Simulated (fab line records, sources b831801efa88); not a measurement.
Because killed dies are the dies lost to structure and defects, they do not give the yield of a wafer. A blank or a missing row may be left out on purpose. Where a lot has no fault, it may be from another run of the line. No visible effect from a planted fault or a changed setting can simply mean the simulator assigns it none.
Which tool was responsible? || flow gf180mcu || 6 lots, 18 wafers sampled, at 2 steps of a route of 602

WHAT THE GAUGES SHOWED, per wafer
GF_M3_CD_MEAS_14: target cd 280 nm.
{"lot": "L315", "measured": "day 21 14:22", "on": "cd_sem-01", "cd_nm (nm)": "278.0 278.7 278.9"}
{"lot": "L317", "measured": "day 22 03:41", "on": "cd_sem-01", "cd_nm (nm)": "280.4 280.6 280.3"}
{"lot": "L319", "measured": "day 23 01:50", "on": "cd_sem-01", "cd_nm (nm)": "279.6 278.6 280.0"}
{"lot": "L325", "measured": "day 25 09:26", "on": "cd_sem-02", "cd_nm (nm)": "281.5 281.3 280.8"}
{"lot": "L327", "measured": "day 26 00:38", "on": "cd_sem-01", "cd_nm (nm)": "280.1 279.3 279.8"}
{"lot": "L337", "measured": "day 29 00:26", "on": "cd_sem-01", "cd_nm (nm)": "278.8 278.7 278.5"}

TOOL THAT RAN EACH LOT (tool first, then ch and the chambers of the sampled wafers, then the start)
{"lot": "L315", "GF_DUAL_GATE_OXIDATION_15": "furnace-02 ch 0, day 8 15:30"}
{"lot": "L317", "GF_DUAL_GATE_OXIDATION_15": "furnace-01 ch 0, day 9 02:17"}
{"lot": "L319", "GF_DUAL_GATE_OXIDATION_15": "furnace-01 ch 0, day 9 16:59"}
{"lot": "L325", "GF_DUAL_GATE_OXIDATION_15": "furnace-01 ch 0, day 11 13:20"}
{"lot": "L327", "GF_DUAL_GATE_OXIDATION_15": "furnace-01 ch 0, day 12 00:35"}
{"lot": "L337", "GF_DUAL_GATE_OXIDATION_15": "furnace-02 ch 0, day 15 04:43"}
- GF_DUAL_GATE_OXIDATION_15: stabilise 600 s, purge 300 s, target thk 7.098 nm.

THE ANSWER, worked out from the rows above alone
Rule: usual is defined by the lots themselves. Put in order of their means at a reading, lots are off if they are a third of the lots or fewer, leave a main group of 4 or more, and stand apart from it by a gap of 3 or more times the standard deviation of the main group's means; of several such gaps the widest counts. The tables above print the reading to a certain number of digits; a main group whose means all agree to those digits is not used. Also off: a lot with no number at a reading for which 4 or more lots have one. Where the step has rows for the other lots, those lots are counted as sound.
Nothing can be told from this: no lot is off at any reading shown.

WHAT WAS PUT IN BY THE SIMULATOR
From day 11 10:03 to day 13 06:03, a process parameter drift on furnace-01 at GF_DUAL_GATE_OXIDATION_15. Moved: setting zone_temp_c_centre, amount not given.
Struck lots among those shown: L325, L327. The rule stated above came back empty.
